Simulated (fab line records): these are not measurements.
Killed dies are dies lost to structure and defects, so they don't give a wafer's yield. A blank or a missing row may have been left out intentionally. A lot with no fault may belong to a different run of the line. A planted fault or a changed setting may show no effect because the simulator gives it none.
Which tool was responsible?	flow gf180mcu	Sampling: 14 lots, 42 wafers, 4 of 602 route steps

WHAT EACH GAUGE READ, for each wafer
GF_POLY_GATE_OVL_MEAS_11. Usual: POLY_GATE_OVL -2 nm, standard deviation 4.8.
lot	measured	on	POLY_GATE_OVL (nm)	flag
L742	day 9 08:26	overlay-01	-7 -1 -6	
L743	day 9 14:34	overlay-02	-1 0 7	
L744	day 9 16:10	overlay-02	6 4 4	
L745	day 10 01:13	overlay-02	1 -2 -4	
L746	day 10 06:08	overlay-01	10 0 3	
L747	day 10 16:08	overlay-01	-4 -10 -12	
L748	day 11 05:50	overlay-02	0 3 -5	
L749	day 11 12:26	overlay-02	-7 -3 -4	
L754	day 12 17:41	overlay-02	5 -7 2	
L758	day 13 17:47	overlay-01	-3 -1 4	
L760	day 14 09:28	overlay-02	-2 2 12	
L761	day 14 13:42	overlay-01	1 -3 -5	
L764	day 15 11:38	overlay-01	8 10 5	
L765	day 15 15:39	overlay-02	-8 -6 -1	

EACH LOT AND THE TOOL THAT RAN IT (in order: tool; ch and the chambers of the sampled wafers; start)
lot	GF_STI_PEB_10	GF_STI_ETCH_14	GF_VT_IMPLANT_RTA_45
L742	litho-track-04 ch 0, day 2 00:55	rie-si-01 ch 0,1,3, day 2 01:28	rtp-anneal-01 ch 0, day 7 15:14
L743	litho-track-03 ch 0, day 2 08:02	rie-si-02 ch 0,2, day 2 08:32	rtp-anneal-01 ch 0, day 7 22:34
L744	litho-track-01 ch 0, day 2 11:12	rie-si-01 ch 0,2,3, day 2 11:41	rtp-anneal-01 ch 0, day 8 00:25
L745	litho-track-04 ch 0, day 2 18:01	rie-si-02 ch 0,2,3, day 2 18:31	rtp-anneal-01 ch 0, day 8 09:35
L746	litho-track-03 ch 0, day 2 21:32	rie-si-01 ch 0,2,3, day 2 22:05	rtp-anneal-02 ch 0, day 8 14:39
L747	litho-track-03 ch 0, day 3 03:23	rie-si-02 ch 0,1, day 3 03:56	rtp-anneal-02 ch 0, day 8 22:13
L748	litho-track-04 ch 0, day 3 08:16	rie-si-01 ch 0,2,3, day 3 08:49	rtp-anneal-01 ch 0, day 9 10:55
L749	litho-track-03 ch 0, day 3 13:29	rie-si-02 ch 2,3, day 3 14:02	rtp-anneal-01 ch 0, day 9 18:04
L754	litho-track-03 ch 0, day 4 18:14	rie-si-02 ch 1,2,3, day 4 18:44	rtp-anneal-01 ch 0, day 10 22:26
L758	litho-track-04 ch 0, day 5 10:28	rie-si-02 ch 0,1,3, day 5 11:01	rtp-anneal-02 ch 0, day 11 19:13
L760	litho-track-01 ch 0, day 5 23:32	rie-si-02 ch 0,1,3, day 6 00:05	rtp-anneal-02 ch 0, day 12 09:53
L761	litho-track-01 ch 0, day 6 03:30	rie-si-02 ch 1,2,3, day 6 03:59	rtp-anneal-01 ch 0, day 12 16:22
L764	litho-track-01 ch 0, day 6 18:20	rie-si-01 ch 1,2,3, day 6 18:53	rtp-anneal-02 ch 0, day 13 11:59
L765	litho-track-04 ch 0, day 6 23:31	rie-si-02 ch 0,1,2, day 6 23:58	rtp-anneal-01 ch 0, day 13 17:10
- GF_STI_PEB_10: peb time 90 s.
- GF_STI_ETCH_14: etches Si in HBr/Cl2/O2, target depth 360 nm, time 102.9 s.
- GF_VT_IMPLANT_RTA_45: time 30 s.

WHAT THE TOOLS THEMSELVES READ (means of the sampled wafers that have a number; where no wafer has one, the mark that the record gives instead)
GF_STI_PEB_10. Usual: heater-power-total-W 85.70 W, standard deviation 0.081; plate-temp-C 135.02 C, standard deviation 0.14; resist-line-temp-C 23.01 C, standard deviation 0.098.
lot	tool	heater-power-total-W (W)	plate-temp-C (C)	resist-line-temp-C (C)	flag
L742	litho-track-04	85.69	135.04	23.15	
L743	litho-track-03	85.66	135.01	22.93	
L744	litho-track-01	85.64	134.99	22.84	
L745	litho-track-04	85.70	134.91	23.04	
L746	litho-track-03	85.66	135.07	23.04	
L747	litho-track-03	85.68	135.01	23.01	
L748	litho-track-04	85.78	135.15	23.05	
L749	litho-track-03	85.16	134.18	22.90	OFF
L754	litho-track-03	85.03	134.27	23.01	OFF
L758	litho-track-04	85.79	135.07	23.04	
L760	litho-track-01	85.73	134.96	23.03	
L761	litho-track-01	85.72	134.80	23.07	
L764	litho-track-01	85.74	135.00	23.10	
L765	litho-track-04	85.68	135.22	23.08	

GF_STI_ETCH_14. Usual: drypump-motor-current-A 6.2 A, standard deviation 0.34; oes-product-au 0.996 a.u., standard deviation 0.0098; rf-fwd-power-W 596.6 W, standard deviation 1.8; throttle-valve-pct 25.660 %, standard deviation 0.012.
lot	tool	drypump-motor-current-A (A)	oes-product-au (a.u.)	rf-fwd-power-W (W)	throttle-valve-pct (%)	flag
L742	rie-si-01	6.0	0.993	596.5	25.654	
L743	rie-si-02	6.4	1.006	597.2	25.660	
L744	rie-si-01	6.2	0.994	595.8	25.668	
L745	rie-si-02	6.4	1.009	595.5	25.658	
L746	rie-si-01	6.2	0.994	595.3	25.664	
L747	rie-si-02	5.9	1.006	597.0	25.646	
L748	rie-si-01	6.2	0.989	596.4	25.668	
L749	rie-si-02	6.3	0.998	597.5	25.655	
L754	rie-si-02	6.1	0.996	596.5	25.652	
L758	rie-si-02	6.2	0.999	597.6	25.668	
L760	rie-si-02	6.2	0.992	596.4	25.663	
L761	rie-si-02	6.1	0.995	597.0	25.653	
L764	rie-si-01	6.1	0.992	595.2	25.660	
L765	rie-si-02	6.2	1.000	595.7	25.652	

GF_VT_IMPLANT_RTA_45. Usual: lamp-power-pct 39.1 %, standard deviation 1.2; wafer_temp_C_max 1055.1, standard deviation 1.5.
lot	tool	lamp-power-pct (%)	wafer_temp_C_max	flag
L742	rtp-anneal-01	37.9	1054.7	
L743	rtp-anneal-01	37.9	1053.8	
L744	rtp-anneal-01	37.9	1054.5	
L745	rtp-anneal-01	37.9	1054.5	
L746	rtp-anneal-02	40.3	1055.4	
L747	rtp-anneal-02	40.3	1056.9	
L748	rtp-anneal-01	37.9	1054.2	
L749	rtp-anneal-01	37.9	1054.1	
L754	rtp-anneal-01	37.8	1053.0	
L758	rtp-anneal-02	40.3	1055.8	
L760	rtp-anneal-02	40.2	1058.1	
L761	rtp-anneal-01	37.9	1053.6	
L764	rtp-anneal-02	40.3	1055.8	
L765	rtp-anneal-01	37.9	1054.7	

THE ANSWER, worked out from the rows above alone
Rule: take the mean of a lot's wafers that have a number; if it is more than 3 standard deviations from the usual mean, the lot is off. A lot without any number at a reading at which 4 lots or more have one is off too. The other lots that the step has rows for count as sound. Order of review: gauges by route order, followed by the tools' own readings, for which a lot's mean as printed above is used. The first step at which some lot is off is used, and at that step the reading that is off furthest; a lot without a number counts as furthest.
Off: L749, L754 (GF_STI_PEB_10, heater-power-total-W).
If a tool, at that step or one of the process steps before it, ran each lot that is off and ran no sound lot following the first of them, it fits. One candidate fits, namely litho-track-03 at GF_STI_PEB_10. Its last sound lot is L747 (day 3 03:23), its first lot that is off L749 (day 3 13:29): a fault that began between those two fits.
The tool's own readings at GF_STI_PEB_10 bear it out: on the lots that are off they differ by more than 5 times the standard deviation of the sound lots' means. heater-power-total-W reads 85.09 W there against 85.71 W on the sound lots; plate-temp-C reads 134.23 C there against 135.02 C on the sound lots.

WHAT THE SIMULATOR HAD INSERTED
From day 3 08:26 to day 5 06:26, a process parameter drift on litho-track-03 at GF_STI_PEB_10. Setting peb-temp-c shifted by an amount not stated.
Shown lots that were struck: L749, L754. The rule given above showed the same thing.
